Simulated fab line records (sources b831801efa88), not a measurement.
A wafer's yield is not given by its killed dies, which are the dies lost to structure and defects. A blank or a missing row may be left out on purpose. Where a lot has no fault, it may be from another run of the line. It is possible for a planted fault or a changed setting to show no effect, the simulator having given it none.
Split-lot trial -- flow sky130 -- 5 lots, 23 wafers read, on a route of 708 steps

== ON THE SPLIT ==
At SKY_NWELL_STRIP_14 (strips in O2/N2), the setting pressure-mtorr was moved away from the recipe's 1500 mTorr on 15 of the 23 wafers read, by -14.1% to +12.8%. The other wafers ran this setting at the recipe's value.

Reading taken at the split's own step.

== THE READING ==
oes-product-au, in a.u., at SKY_NWELL_STRIP_14 (strips in O2/N2). A value of 0.722 a.u. with a standard deviation of 0.0042 a.u. is what fault-free wafers of this fab line usually give.

wafer,"tool, chamber at the split","pressure-mtorr as run, mTorr",against the recipe,"oes-product-au, a.u.",against lot-mates on the recipe
L074.1,"plasma-asher-01, 0",1692,+12.8%,0.733,no lot-mate on the recipe
L074.3,"plasma-asher-01, 0",1692,+12.8%,0.736,no lot-mate on the recipe
L074.4,"plasma-asher-01, 1",1692,+12.8%,0.735,no lot-mate on the recipe
L074.5,"plasma-asher-01, 1",1692,+12.8%,0.736,no lot-mate on the recipe
L074.6,"plasma-asher-01, 0",1692,+12.8%,0.732,no lot-mate on the recipe
L075.1,"plasma-asher-04, 1",1500,recipe,0.727,-
L075.3,"plasma-asher-04, 1",1500,recipe,0.720,-
L075.4,"plasma-asher-04, 0",1500,recipe,0.722,-
L079.1,"plasma-asher-02, 1",1500,recipe,0.724,-
L079.2,"plasma-asher-02, 0",1500,recipe,0.724,-
L079.4,"plasma-asher-02, 1",1500,recipe,0.723,-
L079.5,"plasma-asher-02, 0",1500,recipe,0.720,-
L079.6,"plasma-asher-02, 1",1500,recipe,0.721,-
L082.2,"plasma-asher-01, 0",1616,+7.7%,0.737,no lot-mate on the recipe
L082.3,"plasma-asher-01, 1",1616,+7.7%,0.729,no lot-mate on the recipe
L082.4,"plasma-asher-01, 0",1616,+7.7%,0.734,no lot-mate on the recipe
L082.5,"plasma-asher-01, 0",1616,+7.7%,0.728,no lot-mate on the recipe
L082.6,"plasma-asher-01, 1",1616,+7.7%,0.734,no lot-mate on the recipe
L084.1,"plasma-asher-04, 1",1288,-14.1%,0.691,no lot-mate on the recipe
L084.2,"plasma-asher-04, 0",1288,-14.1%,0.698,no lot-mate on the recipe
L084.3,"plasma-asher-04, 1",1288,-14.1%,0.698,no lot-mate on the recipe
L084.5,"plasma-asher-04, 0",1288,-14.1%,0.702,no lot-mate on the recipe
L084.6,"plasma-asher-04, 1",1288,-14.1%,0.691,no lot-mate on the recipe

FIT RESULTS
A straight line over all 23 wafers: oes-product-au changes by +0.00147 a.u. for each +1% of pressure-mtorr; r = +0.96; the points scatter about the line by 0.0044 a.u.
Too few moved wafers have a lot-mate on the recipe to fit a line with each lot's own level taken away.
Tool readings at the split's step, against how far the setting was moved: oes-product-au r = +0.96; strip-time-to-endpoint-s r = -0.98.

== THE WHOLE CHAIN: every reading that the file lists as answering this split, in the file's order ==
step,what it does,reading,change (the file's fit),r (the file's)
SKY_NWELL_STRIP_14,strips in O2/N2,oes-product-au,+0.00148 a.u. for each +1% of the setting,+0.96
SKY_NWELL_STRIP_14,strips in O2/N2,strip-time-to-endpoint-s,withheld for each +1% of the setting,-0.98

== THE FILE'S OWN FIT ==
oes-product-au changes by +0.00148 a.u. for each +1% of pressure-mtorr, r = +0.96.
